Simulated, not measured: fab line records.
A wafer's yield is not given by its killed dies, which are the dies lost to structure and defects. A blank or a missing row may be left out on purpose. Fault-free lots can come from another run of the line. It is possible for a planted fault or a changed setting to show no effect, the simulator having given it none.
Which tool is to blame? ; flow gf180mcu ; 72 wafers from 24 lots sampled at 6 of the route's 602 steps

WHAT THE GAUGES SHOWED, per wafer
GF_STI_THK_MEAS_04.
lot;measured;on;STI_CVD_03_THK (nm)
L074;day 1 13:34;film_metro-01;205.9 205.7 205.8
L075;day 1 18:34;film_metro-04;204.6 206.1 206.2
L076;day 2 00:00;film_metro-04;208.4 207.7 207.7
L077;day 2 04:34;film_metro-02;205.8 207.4 207.0
L078;day 2 09:34;film_metro-02;204.7 204.2 204.3
L079;day 2 14:43;film_metro-01;207.6 208.0 207.4
L080;day 2 19:34;film_metro-02;207.8 207.6 210.2
L081;day 3 00:56;film_metro-02;209.0 208.2 208.6
L082;day 3 07:45;film_metro-04;207.2 209.3 207.2
L083;day 3 10:34;film_metro-01;205.2 205.8 205.6
L084;day 3 15:35;film_metro-02;207.1 208.2 205.7
L085;day 3 20:38;film_metro-02;205.1 206.7 204.0
L086;day 4 02:02;film_metro-02;205.2 203.5 203.3
L087;day 4 07:18;film_metro-02;207.8 207.1 205.4
L088;day 4 12:01;film_metro-04;202.6 202.1 203.5
L089;day 4 16:35;film_metro-02;207.0 208.9 208.4
L090;day 4 21:34;film_metro-02;210.2 212.2 210.6
L091;day 5 02:34;film_metro-04;205.6 205.9 204.9
L092;day 5 07:35;film_metro-04;208.0 207.8 209.2
L093;day 5 12:34;film_metro-01;208.9 208.6 209.0
L094;day 5 17:34;film_metro-04;206.1 207.3 208.0
L095;day 6 00:28;film_metro-04;206.4 207.6 207.5
L096;day 6 07:05;film_metro-01;204.1 204.9 206.3
L097;day 6 12:26;film_metro-01;206.7 208.3 206.6

GF_V2_THK_MEAS_25: measures by xrf.
lot;measured;on;V2_W_THK (nm)
L074;day 20 11:43;film_metro-04;353 362 361
L075;day 20 18:34;film_metro-01;359 357 360
L076;day 21 06:31;film_metro-01;361 354 364
L077;day 21 05:53;film_metro-04;357 357 361
L078;day 21 23:43;film_metro-03;346 345 349
L079;day 22 01:29;film_metro-04;364 362 356
L080;day 22 08:55;film_metro-03;361 361 357
L081;day 22 14:19;film_metro-01;346 347 353
L082;day 23 02:24;film_metro-01;350 353 349
L083;day 23 17:05;film_metro-03;365 354 358
L084;day 23 19:21;film_metro-04;358 357 358
L085;day 23 22:40;film_metro-03;364 351 359
L086;day 24 11:53;film_metro-03;353 348 349
L087;day 24 21:51;film_metro-03;344 348 354
L088;day 25 01:20;film_metro-04;360 359 365
L089;day 25 09:16;film_metro-04;372 367 363
L090;day 25 14:55;film_metro-01;350 349 354
L091;day 26 05:26;film_metro-04;363 361 375
L092;day 26 14:31;film_metro-04;358 356 357
L093;day 26 19:10;film_metro-04;365 365 360
L094;day 27 10:55;film_metro-01;358 354 353
L095;day 27 23:49;film_metro-04;361 362 363
L096;day 27 21:55;film_metro-03;353 351 355
L097;day 28 04:47;film_metro-01;355 350 353

GF_MIM_THK_MEAS_06.
lot;measured;on;MIM_CVD_05_THK (nm)
L074;day 24 13:58;film_metro-01;41.5 42.6 42.9
L075;day 24 21:05;film_metro-01;41.7 42.5 42.7
L076;day 25 07:52;film_metro-03;41.9 41.8 42.4
L077;day 25 07:31;film_metro-03;42.0 41.7 42.4
L078;day 26 00:29;film_metro-02;41.6 42.1 42.3
L079;day 26 00:48;film_metro-02;41.9 42.5 42.0
L080;day 26 08:33;film_metro-03;42.3 42.8 42.8
L081;day 26 12:16;film_metro-01;42.1 43.0 42.5
L082;day 27 00:59;film_metro-03;41.5 42.5 42.3
L083;day 27 13:53;film_metro-01;41.8 41.9 41.5
L084;day 27 17:36;film_metro-02;42.4 42.8 42.2
L085;day 27 19:36;film_metro-03;41.9 41.7 42.0
L086;day 28 09:05;film_metro-02;41.4 41.8 42.2
L087;day 28 15:52;film_metro-02;42.0 42.1 42.2
L088;day 28 20:17;film_metro-02;41.6 41.6 42.4
L089;day 29 02:43;film_metro-02;41.8 41.9 42.4
L090;day 29 06:39;film_metro-02;42.2 43.9 42.8
L091;day 29 20:05;film_metro-03;42.4 41.8 43.1
L092;day 30 03:55;film_metro-03;42.9 42.9 42.7
L093;day 30 09:11;film_metro-03;42.0 41.7 42.5
L094;day 30 22:25;film_metro-03;41.6 41.7 41.8
L095;day 31 09:16;film_metro-01;41.7 41.0 42.0
L096;day 31 07:16;film_metro-03;41.8 41.7 42.3
L097;day 31 14:58;film_metro-02;41.6 41.5 42.0

GF_V5_THK_MEAS_01.
lot;measured;on;V5_CVD_00_THK (nm)
L074;day 26 09:25;film_metro-01;302.1 302.4 305.3
L075;day 26 17:27;film_metro-01;300.8 306.2 304.2
L076;day 27 03:52;film_metro-02;299.6 300.9 301.1
L077;day 27 03:08;film_metro-01;296.7 303.3 297.2
L078;day 27 19:53;film_metro-02;300.4 301.6 300.7
L079;day 27 20:33;film_metro-01;298.2 301.7 299.7
L080;day 28 03:47;film_metro-04;298.2 296.7 297.3
L081;day 28 07:23;film_metro-04;306.4 307.7 308.0
L082;day 28 19:14;film_metro-01;300.5 298.3 296.7
L083;day 29 05:54;film_metro-04;296.6 303.8 299.1
L084;day 29 10:36;film_metro-01;306.9 303.1 309.2
L085;day 29 13:02;film_metro-04;300.2 301.4 301.9
L086;day 30 00:44;film_metro-02;302.3 300.6 302.3
L087;day 30 06:51;film_metro-02;297.0 299.3 304.9
L088;day 30 11:09;film_metro-01;307.0 303.6 304.6
L089;day 30 17:03;film_metro-04;302.5 302.0 297.5
L090;day 30 20:56;film_metro-04;296.1 297.3 300.5
L091;day 31 09:29;film_metro-01;295.4 299.7 299.1
L092;day 31 15:37;film_metro-01;303.7 300.2 302.8
L093;day 31 22:00;film_metro-01;296.9 299.3 299.1
L094;day 32 10:11;film_metro-01;304.6 299.6 302.6
L095;day 32 19:38;film_metro-02;299.4 298.8 296.7
L096;day 32 18:14;film_metro-04;300.5 299.5 301.3
L097;day 33 02:02;film_metro-02;305.3 300.4 301.1

WHICH TOOL RAN EACH LOT (tool, then ch and the chambers of the sampled wafers, then the start)
lot;GF_V2_CMP_04;GF_V4_ETCH_16
L074;cmp-02 ch 1,3, day 19 09:46;rie_diel-03 ch 1,2, day 24 12:21
L075;cmp-02 ch 0,1,2, day 19 17:34;rie_diel-02 ch 1,2,3, day 24 19:26
L076;cmp-01 ch 0,2,3, day 20 05:16;rie_diel-02 ch 0,1,3, day 25 06:14
L077;cmp-02 ch 1,2, day 20 04:41;rie_diel-01 ch 1,2, day 25 05:53
L078;cmp-01 ch 1,2,3, day 20 23:10;rie_diel-03 ch 0,2, day 25 22:48
L079;cmp-02 ch 0,1,2, day 21 00:50;rie_diel-02 ch 1,2,3, day 25 23:09
L080;cmp-01 ch 0,1,3, day 21 09:14;rie_diel-02 ch 0,2, day 26 06:54
L081;cmp-02 ch 0,3, day 21 14:35;rie_diel-03 ch 0,2,3, day 26 10:32
L082;cmp-02 ch 0,1, day 22 02:17;rie_diel-03 ch 0,1, day 26 23:21
L083;cmp-01 ch 0,1,3, day 22 17:01;rie_diel-03 ch 1,2,3, day 27 12:16
L084;cmp-01 ch 2,3, day 22 19:17;rie_diel-02 ch 0,1,3, day 27 15:44
L085;cmp-01 ch 0,2,3, day 22 22:20;rie_diel-01 ch 1,2,3, day 27 17:58
L086;cmp-01 ch 0,2,3, day 23 12:14;rie_diel-03 ch 0,1,3, day 28 07:23
L087;cmp-02 ch 0,3, day 23 21:55;rie_diel-02 ch 0,2, day 28 14:15
L088;cmp-02 ch 1,2,3, day 24 01:48;rie_diel-03 ch 0,1,3, day 28 18:35
L089;cmp-02 ch 0,2,3, day 24 09:20;rie_diel-03 ch 1,2,3, day 29 01:01
L090;cmp-01 ch 0,2,3, day 24 15:25;rie_diel-02 ch 0,1, day 29 04:42
L091;cmp-02 ch 1,2,3, day 25 06:23;rie_diel-01 ch 1,2,3, day 29 18:27
L092;cmp-01 ch 0,1, day 25 15:32;rie_diel-02 ch 1, day 30 02:04
L093;cmp-02 ch 0,1,2, day 25 20:39;rie_diel-02 ch 1,3, day 30 07:30
L094;cmp-01 ch 0,2,3, day 26 12:31;rie_diel-02 ch 0,1,3, day 30 20:48
L095;cmp-02 ch 1,2, day 27 02:16;rie_diel-01 ch 2,3, day 31 07:39
L096;cmp-01 ch 0,1,3, day 26 23:17;rie_diel-02 ch 0,1,3, day 31 05:19
L097;cmp-02 ch 0,2,3, day 27 06:47;rie_diel-03 ch 0,3, day 31 13:19
- GF_V2_CMP_04: polishes SiO2.
- GF_V4_ETCH_16: etches BARC in N2/H2.

WHAT THE TOOLS THEMSELVES READ (means of the sampled wafers that have a number; where no wafer has one, the mark that the record gives instead)
GF_V2_CMP_04.
lot;tool;motor_current_A (A);time_to_endpoint_s (s)
L074;cmp-02;11.6;83
L075;cmp-02;11.5;81
L076;cmp-01;9.9;82
L077;cmp-02;11.4;83
L078;cmp-01;10.1;82
L079;cmp-02;11.1;87
L080;cmp-01;10.6;82
L081;cmp-02;10.9;87
L082;cmp-02;10.4;87
L083;cmp-01;10.6;80
L084;cmp-01;9.2;85
L085;cmp-01;10.1;80
L086;cmp-01;9.9;76
L087;cmp-02;10.9;85
L088;cmp-02;11.4;86
L089;cmp-02;11.1;89
L090;cmp-01;9.9;85
L091;cmp-02;11.6;77
L092;cmp-01;11.9;80
L093;cmp-02;10.5;75
L094;cmp-01;9.7;83
L095;cmp-02;12.0;77
L096;cmp-01;10.8;75
L097;cmp-02;11.2;83

GF_V4_ETCH_16.
lot;tool;drypump_motor_current_A (A);oes_product_au (a.u.);rf_fwd_power_W (W);throttle_valve_pct (%)
L074;rie_diel-03;5.8;0.852;493.2;13.221
L075;rie_diel-02;5.6;0.855;495.0;13.227
L076;rie_diel-02;5.5;0.852;494.6;13.227
L077;rie_diel-01;5.7;0.857;494.5;13.216
L078;rie_diel-03;6.0;0.856;493.6;13.228
L079;rie_diel-02;5.5;0.853;495.0;13.227
L080;rie_diel-02;5.8;0.857;494.2;13.225
L081;rie_diel-03;6.1;0.854;494.5;13.219
L082;rie_diel-03;5.8;0.853;492.1;13.225
L083;rie_diel-03;6.0;0.850;493.8;13.219
L084;rie_diel-02;5.5;0.855;494.2;13.223
L085;rie_diel-01;5.8;0.851;496.2;13.220
L086;rie_diel-03;6.0;0.854;494.0;13.234
L087;rie_diel-02;5.8;0.855;492.1;13.228
L088;rie_diel-03;6.1;0.855;492.7;13.220
L089;rie_diel-03;6.0;0.857;493.5;13.229
L090;rie_diel-02;5.6;0.856;494.6;13.225
L091;rie_diel-01;5.8;0.852;495.7;13.218
L092;rie_diel-02;5.5;0.851;495.2;13.221
L093;rie_diel-02;5.3;0.853;494.3;13.222
L094;rie_diel-02;5.5;0.857;495.0;13.218
L095;rie_diel-01;6.1;0.853;497.2;13.225
L096;rie_diel-02;5.5;0.855;493.2;13.228
L097;rie_diel-03;6.2;0.857;493.6;13.225

THE ANSWER, worked out from the rows above alone
Rule: the usual values come from the lots themselves. Put in order of their means at a reading, lots are off if they are a third of the lots or fewer, leave a main group of 4 or more, and stand apart from it by a gap of 3 or more times the standard deviation of the main group's means; of several such gaps the widest counts. The tables above print the reading to a certain number of digits; a main group whose means all agree to those digits is not used. Also off: a lot with no number at a reading for which 4 or more lots have one. The other lots that the step has rows for count as sound. Order of review: gauges by route order, followed by the tools' own readings, for which a lot's mean as printed above is used. At the first step where some lot is off, the reading lying furthest off is the one used; lots without a number count as furthest.
Across all readings shown, no lot is off: no conclusion can be drawn from this.

WHAT THE SIMULATOR HAD PUT IN
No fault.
